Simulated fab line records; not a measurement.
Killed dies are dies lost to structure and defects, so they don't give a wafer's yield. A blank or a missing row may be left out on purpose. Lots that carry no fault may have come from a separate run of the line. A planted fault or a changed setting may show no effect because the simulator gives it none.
Split-lot study ; flow sfqLine ; route with 325 steps; 5 lots, 23 wafers read

## THE SPLIT ITSELF
At SFQ_TRILAYER_INCOMING_OXIDATION_002 (target thk 500 nm, ox time 4939 s), the setting oxTimeS was moved away from the recipe's 4939 s on 10 of the 23 wafers read, by -14.8% to -14.4%. The other wafers ran this setting at the recipe's value.

The reading is taken at the split's own step.

## THE READING
SiO2_of_TRILAYER_INCOMING_OXIDATION_002.thkNm (the simulator's own value, which no gauge read), in nm, at SFQ_TRILAYER_INCOMING_OXIDATION_002 (target thk 500 nm, ox time 4939 s). There is no usual value for it anywhere in the file. The 13 wafers here that ran the recipe average 508.2 nm, standard deviation 6.9 nm.

wafer;tool, chamber at the split;oxTimeS as run, s;against the recipe;SiO2_of_TRILAYER_INCOMING_OXIDATION_002.thkNm, nm;against lot-mates on the recipe
L074.4;furnace-01, 0;4939;recipe;517.7;-
L074.5;furnace-01, 0;4939;recipe;517.3;-
L074.6;furnace-01, 0;4939;recipe;516.4;-
L077.1;-, -;4939;recipe;502.6;-
L077.3;-, -;4939;recipe;495.8;-
L077.4;-, -;4939;recipe;501.6;-
L077.5;-, -;4939;recipe;500.7;-
L077.6;-, -;4939;recipe;500.4;-
L081.1;-, -;4226;-14.4%;469.6;no lot-mate on the recipe
L081.2;-, -;4226;-14.4%;458.3;no lot-mate on the recipe
L081.3;-, -;4226;-14.4%;460.1;no lot-mate on the recipe
L081.4;-, -;4226;-14.4%;459.3;no lot-mate on the recipe
L081.6;-, -;4226;-14.4%;460.5;no lot-mate on the recipe
L084.1;-, -;4939;recipe;509.6;-
L084.2;-, -;4939;recipe;511.5;-
L084.3;-, -;4939;recipe;509.8;-
L084.5;-, -;4939;recipe;513.2;-
L084.6;-, -;4939;recipe;509.4;-
L085.1;-, -;4208;-14.8%;443.3;no lot-mate on the recipe
L085.2;-, -;4208;-14.8%;446.5;no lot-mate on the recipe
L085.3;-, -;4208;-14.8%;456;no lot-mate on the recipe
L085.5;-, -;4208;-14.8%;438.5;no lot-mate on the recipe
L085.6;-, -;4208;-14.8%;432.1;no lot-mate on the recipe

FIT RESULTS
A straight line over all 23 wafers: SiO2_of_TRILAYER_INCOMING_OXIDATION_002.thkNm changes by +3.83 nm for each +1% of oxTimeS; r = +0.95; the points scatter about the line by 9.1 nm.
Too few moved wafers with a lot-mate on the recipe to fit a line net of each lot's own level.

## FILE'S OWN FIT
SiO2_of_TRILAYER_INCOMING_OXIDATION_002.thkNm changes by +3.82 nm for each +1% of oxTimeS, r = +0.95.
